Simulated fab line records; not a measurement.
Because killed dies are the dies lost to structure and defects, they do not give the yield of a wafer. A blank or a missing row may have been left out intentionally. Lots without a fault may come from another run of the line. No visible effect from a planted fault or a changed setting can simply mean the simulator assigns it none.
Problem report, 8D (eight disciplines) form, completed by code || flow gf180mcu || the parts of the form that need people (team, actions taken, sign-off) are left out

== 1. WHAT IS WRONG ==
GF_V5_ETCH_17, oes product au: mean 0.764 a.u. over 1 wafer from 1 lot; wafers with no fault: 0.859 a.u., standard deviation 0.0048. That puts it -20 standard deviations away from the usual mean.
The step: etches SiO2 in C4F8/O2/Ar, stops on TiN, target depth 855 nm.
The step gives no start for some of these wafers. Wafers with a number at this step in the record: 27, from 9 lots. Rule for "out" (also "out of limits"): further than 4 standard deviations from the usual mean. The rest of the wafers with a number are treated as sound.

== 2. WHAT IT IS AND WHAT IT IS NOT ==
{"question": "which readings at this step", "is": "oes product au", "is not": "-"}
{"question": "which lots", "is": "L579", "is not": "L565, L566, L567, L568, L569, L570, L571, L574"}
{"question": "which wafers of those lots", "is": "L579.2", "is not": "L579.1, L579.3"}
{"question": "read on which tools", "is": "rie diel-03", "is not": "rie diel-01, rie diel-02"}

== 3. SUSPECTS, AND WHAT RULES EACH OUT ==
Counting: any tool at a process step up to the reading remains a suspect provided it ran every lot that is out. Sound lots after the first of them don't rule it out here, since some wafers of a struck lot are sound.
- pvd sputter-02 at GF_V2_SPUTTER_21 (material Ti, target thk 15 nm, time 80.02 s): kept. It ran the lot that is out, L579 (day 25 07:17); its last sound lot up to then is L568 (day 21 10:23).
- cmp-02 at GF_V5_CMP_04 (polishes SiO2): kept. It ran the lot that is out, L579 (day 30 13:55); its last sound lot up to then is L568 (day 27 05:50).
- rie diel-03 at GF_V5_ETCH_17 (etches SiO2 in C4F8/O2/Ar, stops on TiN, target depth 855 nm): kept. It ran the lot that is out, L579 (day 31 09:40); its last sound lot up to then is L574 (day 29 22:14). Its own oes product au readings are out on those wafers. GF_V5_ETCH_17 gives no start for some lots, so the hours and the order of its lots are those of GF_V5_CMP_26.
- In cmp-02 at GF_V5_CMP_04, the wafers that are out were processed in chamber 0 and their sound lot-mates in chambers 2, 3.
- In rie diel-03 at GF_V5_ETCH_17, the wafers that are out were processed in chamber 1 and their sound lot-mates in chambers 0, 3.
The count leaves pvd sputter-02 at GF_V2_SPUTTER_21, cmp-02 at GF_V5_CMP_04, and rie diel-03 at GF_V5_ETCH_17.

== 4. THE CAUSE (what the simulator had put in) ==
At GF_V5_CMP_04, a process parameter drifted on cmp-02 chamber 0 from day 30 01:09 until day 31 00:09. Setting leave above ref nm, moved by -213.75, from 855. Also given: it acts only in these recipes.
After counting, 3 suspects remain, this tool included.

== 5. THE CHAIN OF EFFECTS, in route order ==
Each row: a reading where the mean over the struck wafers with a number is more than 3 standard deviations away from the usual. Only readings for which the record gives a usual standard deviation are gone through. hours: the time from each lot's start at the first step in this table that gives one to its start at this step, as a median over the lots. sigmas: the change in usual standard deviations.
{"hours": "-", "step": "GF_V5_ETCH_17", "reading": "oes product au", "usual": "0.859 a.u.", "on struck wafers": 0.764, "change": -0.095, "sigmas": -20}
The process steps in it:
- GF_V5_ETCH_17: etches SiO2 in C4F8/O2/Ar, stops on TiN, target depth 855 nm.

== 6. HOW IT WOULD HAVE BEEN CAUGHT EARLIER ==
No tool reading at GF_V5_CMP_04 that has a usual standard deviation in the record was out on any struck wafer, so an alarm limit of 4 standard deviations on those readings would not have fired.
